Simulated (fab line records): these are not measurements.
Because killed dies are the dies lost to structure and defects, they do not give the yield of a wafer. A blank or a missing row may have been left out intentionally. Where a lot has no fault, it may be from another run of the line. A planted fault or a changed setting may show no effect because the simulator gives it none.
Matching of chambers | flow gf180mcu | 3 sister chambers for GF_CONTACT_CMP_04 on cmp-02
The step polishes SiO2. 14 wafers are shown with their chamber, then 3 later ones without.

## EACH WAFER AND ITS CHAMBER
wafer  | chamber | motor-current-A (A) | time-to-endpoint-s (s)
L251.2 | 0       | 11.6                | 109
L251.3 | 3       | 12.3                | 108
L251.6 | 0       | 11.8                | 113
L252.1 | 0       | 11.2                | 112
L252.3 | 2       | 13.6                | 112
L252.5 | 3       | 12.7                | 121
L254.1 | 3       | 13.0                | 109
L254.3 | 0       | 11.7                | 96
L254.6 | 2       | 13.5                | 117
L260.1 | 0       | 11.4                | 98
L260.2 | 2       | 14.1                | 103
L260.6 | 0       | 11.3                | 107
L262.2 | 3       | 13.1                | 112
L262.5 | 2       | 13.3                | 112

SIGNATURES, as means of the wafers listed above
reading            | chamber 0 | chamber 2 | chamber 3 | scatter within a chamber
motor-current-A    | 11.500    | 13.625    | 12.775    | 0.304
time-to-endpoint-s | 105.83    | 111.00    | 112.50    | 6.51
Rule: a wafer's distance from a chamber is the root of the sum, over the readings, of the square of ((its reading less the chamber's mean) divided by the reading's scatter). If the next closest chamber is less than 2 further off than the closest, the wafer can't be placed; otherwise it belongs to the closest. The scatter: the root of (the sum of the squares of (reading less its chamber's mean) over the shown wafers, divided by (wafers less chambers)).

## WAFERS MISSING THEIR CHAMBER
wafer  | motor-current-A (A) | time-to-endpoint-s (s)
L266.4 | 12.8                | 115
L267.1 | 11.5                | 110
L267.2 | 13.8                | 119

## EACH ONE'S CHAMBER
wafer  | from the rows above | in truth
L266.4 | 3                   | 3
L267.1 | 0                   | 0
L267.2 | 2                   | 2
Correct placement for 3 of the 3. Can't be placed from these rows: 0. Wrongly placed: 0.
